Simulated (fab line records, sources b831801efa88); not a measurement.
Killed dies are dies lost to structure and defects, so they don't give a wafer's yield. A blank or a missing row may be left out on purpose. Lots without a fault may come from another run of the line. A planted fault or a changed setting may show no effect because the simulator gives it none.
One fault seen from 2 desks | flow gf180mcu | each desk has only its own numbers; what lay behind them comes last

THE METROLOGY DESK
What the gauges read, lot by lot, whatever tool the lot ran on: means of the sampled wafers that have a number. A lot is out of limits, marked OUT, if its mean lies more than 4 standard deviations from the usual mean; the brackets give that distance.
Columns: A = cd_nm at GF_V2_CD_MEAS_14, usual 260.2 nm
lot  | first seen here | A
L224 | day 20 09:29    | 259.4
L228 | day 21 23:47    | 260.8
L230 | day 22 15:16    | 260.5
L231 | day 23 09:45    | 258.4
L232 | day 23 14:16    | 260.1
L233 | day 23 23:27    | 259.8
L234 | day 24 03:07    | 260.4
L235 | day 24 12:45    | 260.6
L236 | day 24 16:41    | 260.4
L237 | day 25 01:29    | 258.6
L242 | day 27 00:58    | 260.5
L246 | day 27 18:56    | 260.8
L247 | day 28 04:35    | 260.4
This desk's finding: nothing out of limits on any of the 13 lots.

THE TOOL OWNER'S DESK: litho_track-03
The tool's own readings at GF_V3_DEVELOP_13 (develop time 60 s): means of the sampled wafers that have a number, for each lot that ran on this tool. A lot is out of limits, marked OUT, if its mean lies more than 4 standard deviations from the usual mean; the brackets give that distance.
Columns: A = chill_plate_temp_C at GF_V3_DEVELOP_13, usual 23.01 C; B = developer_temp_C at GF_V3_DEVELOP_13, usual 21.00 C
lot  | first seen here | A     | B
L224 | day 22 11:13    | 22.84 | 21.01
L230 | day 24 14:19    | 22.98 | 21.03
L237 | day 26 22:45    | 23.04 | 20.94
L242 | day 28 19:39    | 23.10 | 20.09 (-7.6) OUT
L246 | day 29 11:45    | 22.98 | 20.23 (-6.4) OUT
L247 | day 29 21:12    | 23.02 | 20.11 (-7.4) OUT
This desk's finding: out of limits on L242, L246, L247; first on L242, day 28 19:39 (developer_temp_C at GF_V3_DEVELOP_13). In limits: L224, L230, L237.

PUT TOGETHER
The tool owner's desk could have raised an alarm at day 28 19:39, on L242, L246, L247.
The metrology desk saw nothing out of limits.
The metrology desk has L242, L246, L247 on record, within its limits.
Of the lots named, all ran GF_V3_DEVELOP_13 on litho_track-03.

WHAT THE SIMULATOR HAD PUT IN
Process parameter drift: litho_track-03, from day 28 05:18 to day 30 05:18, at GF_V3_DEVELOP_13. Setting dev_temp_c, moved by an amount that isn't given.
Lots struck among those shown: L242, L246, L247.
Hours from the fault's start to each desk's first reading out of limits: the tool owner's desk, 14.
